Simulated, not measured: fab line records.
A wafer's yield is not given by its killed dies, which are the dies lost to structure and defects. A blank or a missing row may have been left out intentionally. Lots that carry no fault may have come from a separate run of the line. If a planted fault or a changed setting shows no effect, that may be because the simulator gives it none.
Which tool did it? | flow gf180mcu | 12 lots with 36 wafers sampled at 6 steps, on a route of 602 steps

## WHAT THE GAUGES READ, wafer by wafer
GF_MVPSD_TW_MEAS_11.
lot  | measured     | on            | MVPSD_TW
L972 | day 5 21:57  | film_metro-04 | 557 558 562
L973 | day 6 01:35  | film_metro-02 | 558 555 559
L974 | day 6 08:52  | film_metro-03 | 554 555 555
L976 | day 6 18:37  | film_metro-03 | 553 556 554
L977 | day 7 02:53  | film_metro-04 | 562 559 560
L979 | day 7 15:04  | film_metro-04 | 562 565 566
L981 | day 8 02:55  | film_metro-04 | 560 561 558
L983 | day 8 14:55  | film_metro-03 | 565 565 565
L986 | day 9 07:26  | film_metro-04 | 568 570 572
L989 | day 10 02:38 | film_metro-03 | 556 555 556
L990 | day 10 08:07 | film_metro-04 | 562 563 566
L991 | day 10 16:02 | film_metro-02 | 558 556 556

GF_VT_IMPLANT_OVL_MEAS_07.
lot  | measured     | on         | VT_IMPLANT_OVL (nm)
L972 | day 6 12:12  | overlay-01 | 1.1 -0.2 0.2
L973 | day 6 16:16  | overlay-02 | -1.3 -1.6 -0.4
L974 | day 7 00:08  | overlay-01 | 1.8 1.2 0.2
L976 | day 7 09:59  | overlay-02 | 3.1 2.7 2.6
L977 | day 7 18:52  | overlay-02 | -0.6 -1.0 -0.4
L979 | day 8 07:35  | overlay-01 | 0.7 0.6 0.9
L981 | day 8 19:16  | overlay-02 | 1.8 0.4 -0.3
L983 | day 9 07:56  | overlay-02 | -1.1 0.7 1.1
L986 | day 10 00:18 | overlay-02 | -0.1 -0.1 -0.3
L989 | day 10 20:15 | overlay-01 | 2.6 1.6 1.3
L990 | day 11 02:39 | overlay-02 | 0.4 0.8 0.4
L991 | day 11 10:54 | overlay-01 | 1.0 0.7 0.9

GF_VT_IMPLANT_RS_MEAS_49: measurement is done with a four-point probe.
lot  | measured     | on            | MVPSD_RS (ohm/sq)
L972 | day 8 13:11  | film_metro-04 | 1163.4 1169.5 1165.0
L973 | day 8 17:01  | film_metro-02 | 1171.1 1170.2 1169.4
L974 | day 9 02:10  | film_metro-04 | 1164.1 1164.0 1165.3
L976 | day 9 12:57  | film_metro-02 | 1174.6 1171.3 1171.1
L977 | day 9 22:45  | film_metro-03 | 1168.8 1170.3 1175.0
L979 | day 10 12:30 | film_metro-02 | 1166.5 1164.2 1164.9
L981 | day 11 02:16 | film_metro-02 | 1165.3 1168.2 1171.1
L983 | day 11 16:12 | film_metro-02 | - - -
L986 | day 12 09:52 | film_metro-02 | - - -
L989 | day 13 08:16 | film_metro-03 | 1164.0 1166.1 1167.3
L990 | day 13 14:29 | film_metro-04 | 1166.8 1168.4 1167.9
L991 | day 13 22:14 | film_metro-04 | 1166.8 1166.6 1166.5

GF_SALICIDE_THK_MEAS_05: measures by xrf.
lot  | measured     | on            | SALICIDE_TIN_THK (nm)
L972 | day 16 11:10 | film_metro-04 | 19.5 19.8 19.5
L973 | day 16 16:27 | film_metro-03 | 19.7 19.8 20.0
L974 | day 17 01:18 | film_metro-03 | 19.5 19.7 19.8
L976 | day 17 19:11 | film_metro-04 | 19.5 19.7 19.7
L977 | day 18 07:43 | film_metro-03 | 20.3 20.2 20.4
L979 | day 18 23:43 | film_metro-01 | 20.3 20.3 20.2
L981 | day 19 19:39 | film_metro-04 | 20.4 19.7 19.9
L983 | day 20 13:52 | film_metro-03 | 19.4 19.8 20.0
L986 | day 21 10:20 | film_metro-01 | 20.2 20.0 20.2
L989 | day 22 13:04 | film_metro-01 | 20.1 19.9 19.9
L990 | day 22 23:55 | film_metro-04 | 19.6 19.5 20.0
L991 | day 23 02:16 | film_metro-01 | 20.5 20.0 20.4

## TOOL THAT RAN EACH LOT (tool first, then ch and the chambers of the sampled wafers, then the start)
lot  | GF_MVPSD_IMPLANT_09             | GF_SAB_STRIP_13
L972 | implanter-03 ch 0, day 5 21:43  | plasma_asher-04 ch 0, day 16 10:47
L973 | implanter-04 ch 0, day 6 01:20  | plasma_asher-02 ch 0,1, day 16 16:05
L974 | implanter-03 ch 0, day 6 08:37  | plasma_asher-02 ch 0,1, day 17 00:56
L976 | implanter-03 ch 0, day 6 18:22  | plasma_asher-04 ch 1, day 17 18:49
L977 | implanter-04 ch 0, day 7 02:40  | plasma_asher-04 ch 0,1, day 18 07:22
L979 | implanter-01 ch 0, day 7 14:49  | plasma_asher-04 ch 0,1, day 18 23:21
L981 | implanter-04 ch 0, day 8 02:40  | plasma_asher-04 ch 0,1, day 19 19:17
L983 | implanter-03 ch 0, day 8 14:40  | plasma_asher-03 ch 0,1, day 20 13:31
L986 | implanter-03 ch 0, day 9 07:12  | plasma_asher-04 ch 0,1, day 21 09:58
L989 | implanter-01 ch 0, day 10 02:24 | plasma_asher-04 ch 0,1, day 22 12:38
L990 | implanter-01 ch 0, day 10 07:52 | plasma_asher-02 ch 0,1, day 22 23:34
L991 | implanter-04 ch 0, day 10 15:49 | plasma_asher-04 ch 0,1, day 23 01:55
- GF_MVPSD_IMPLANT_09
- GF_SAB_STRIP_13: strips in O2/N2.

## AS READ BY THE TOOLS THEMSELVES (means over the sampled wafers that have a number; for cases with no such wafer, the mark the record gives instead)
GF_MVPSD_IMPLANT_09.
lot  | tool         | beam_energy_keV | faraday_current_uA | tilt_deg (degrees)
L972 | implanter-03 | 40.005          | 28.2               | -0.005
L973 | implanter-04 | 40.002          | 27.6               | -0.040
L974 | implanter-03 | 40.005          | 28.5               | 0.015
L976 | implanter-03 | 39.989          | 28.5               | -0.005
L977 | implanter-04 | 40.006          | 27.5               | 0.017
L979 | implanter-01 | 40.023          | 28.7               | -0.027
L981 | implanter-04 | 39.995          | 28.5               | 0.001
L983 | implanter-03 | 40.011          | 27.9               | 13.165
L986 | implanter-03 | 39.986          | 27.6               | 13.139
L989 | implanter-01 | 40.016          | 29.1               | 0.019
L990 | implanter-01 | 39.992          | 28.1               | -0.001
L991 | implanter-04 | 39.996          | 27.8               | 0.012

GF_SAB_STRIP_13.
lot  | tool            | drypump_motor_current_A (A) | heater_power_w (W) | oes_product_au (a.u.) | strip_time_to_endpoint_s (s)
L972 | plasma_asher-04 | 5.9                         | 319                | 0.705                 | 12.63
L973 | plasma_asher-02 | 5.9                         | 338                | 0.711                 | 12.61
L974 | plasma_asher-02 | 5.5                         | 325                | 0.705                 | 12.59
L976 | plasma_asher-04 | 6.6                         | 293                | 0.711                 | 12.66
L977 | plasma_asher-04 | 6.1                         | 312                | 0.705                 | 12.56
L979 | plasma_asher-04 | 6.1                         | 307                | 0.712                 | 12.59
L981 | plasma_asher-04 | 6.4                         | 303                | 0.710                 | 12.62
L983 | plasma_asher-03 | 5.9                         | 357                | 0.712                 | 12.57
L986 | plasma_asher-04 | 6.1                         | 304                | 0.710                 | 12.53
L989 | plasma_asher-04 | 6.1                         | 317                | 0.707                 | 12.60
L990 | plasma_asher-02 | 5.9                         | 334                | 0.710                 | 12.54
L991 | plasma_asher-04 | 6.4                         | 299                | 0.707                 | 12.58

## THE ANSWER, worked out from the rows above alone
Rule: what is usual is taken from the lots themselves. Put in order of their means at a reading, lots are off if they are a third of the lots or fewer, leave a main group of 4 or more, and stand apart from it by a gap of 3 or more times the standard deviation of the main group's means; of several such gaps the widest counts. The tables above print the reading to a certain number of digits; a main group whose means all agree to those digits is not used. A lot without any number at a reading at which 4 lots or more have one is off too. Any other lot the step has rows for is counted as sound. After the gauges, taken in route order, come the tools' own readings; for these a lot's mean is taken, as printed above. At the first step where some lot is off, the reading lying furthest off is the one used; lots without a number count as furthest.
Off: at GF_VT_IMPLANT_RS_MEAS_49 (MVPSD_RS), L983, L986. Without a number there: L983, L986. For the main group the mean is 1167.8 ohm/sq and the standard deviation 2.6.
If a tool, at a process step before that reading, ran all the lots that are off and no sound lot after the first of them, it fits. The gauges at GF_VT_IMPLANT_RS_MEAS_49 aren't tried: what is off there is off at GF_MVPSD_IMPLANT_09 too, on other tools, and a gauge's error can't cause that. One fits: GF_MVPSD_IMPLANT_09 on implanter-03. A fault onset in the window from L976 (day 6 18:22, its last sound lot) to L983 (day 8 14:40, its first lot off) fits.
The tool's own readings at GF_MVPSD_IMPLANT_09 bear it out: on the lots that are off they differ by more than 5 times the standard deviation of the sound lots' means. tilt_deg reads 13.152 degrees there against -0.001 degrees on the sound lots.

## WHAT THE SIMULATOR PUT IN
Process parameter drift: implanter-03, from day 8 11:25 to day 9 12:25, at GF_MVPSD_IMPLANT_09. Setting tilt_deg shifted by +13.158 from 0. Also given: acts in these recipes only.
Lots struck among those shown: L983, L986. The rule above reached the same finding.
